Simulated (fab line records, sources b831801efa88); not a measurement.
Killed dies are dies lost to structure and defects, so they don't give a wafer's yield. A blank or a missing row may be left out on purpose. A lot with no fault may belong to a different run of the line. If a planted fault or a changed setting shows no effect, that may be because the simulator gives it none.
Matching of chambers ; flow gf180mcu ; pecvd-04 running GF_PASSIVATION_CVD_00: 3 sister chambers
The step deposits SiO2 from TEOS, target thk 1000 nm, time 111.95 s. 6 wafers are shown with their chamber, then 8 later ones without.

== EACH WAFER AND ITS CHAMBER ==
wafer;chamber;heater power w (W)
L780.2;0;635
L780.6;1;581
L781.1;1;719
L781.4;2;770
L781.6;0;658
L782.1;2;784

== WAFERS MISSING THEIR CHAMBER ==
wafer;heater power w (W)
L782.3;614
L782.5;656
L787.2;707
L787.3;651
L787.5;648
L789.1;570
L789.4;570
L789.6;636

== EACH ONE'S CHAMBER ==
wafer;from the rows above;in truth
L782.3;can't be placed: 0 or 1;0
L782.5;can't be placed: 1 or 0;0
L787.2;can't be placed: 1 or 0 or 2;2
L787.3;can't be placed: 1 or 0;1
L787.5;can't be placed: 0 or 1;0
L789.1;can't be placed: 0 or 1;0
L789.4;can't be placed: 0 or 1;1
L789.6;can't be placed: 0 or 1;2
0 of 8 placed correctly. Cannot be placed on the basis of these rows: 8; the candidates contain the true chamber in 7. Wrongly placed: 0.
How it was worked out, from the rows above alone: a wafer's distance from a chamber is the root of the sum, over the readings, of the square of ((its reading less the chamber's mean) divided by the reading's scatter). If the next closest chamber is less than 2 further off than the closest, the wafer can't be placed; otherwise it belongs to the closest. For every chamber, the mean is computed from those of its wafers that are shown. The scatter: the root of (the sum of the squares of (reading less its chamber's mean) over the shown wafers, divided by (wafers less chambers)).
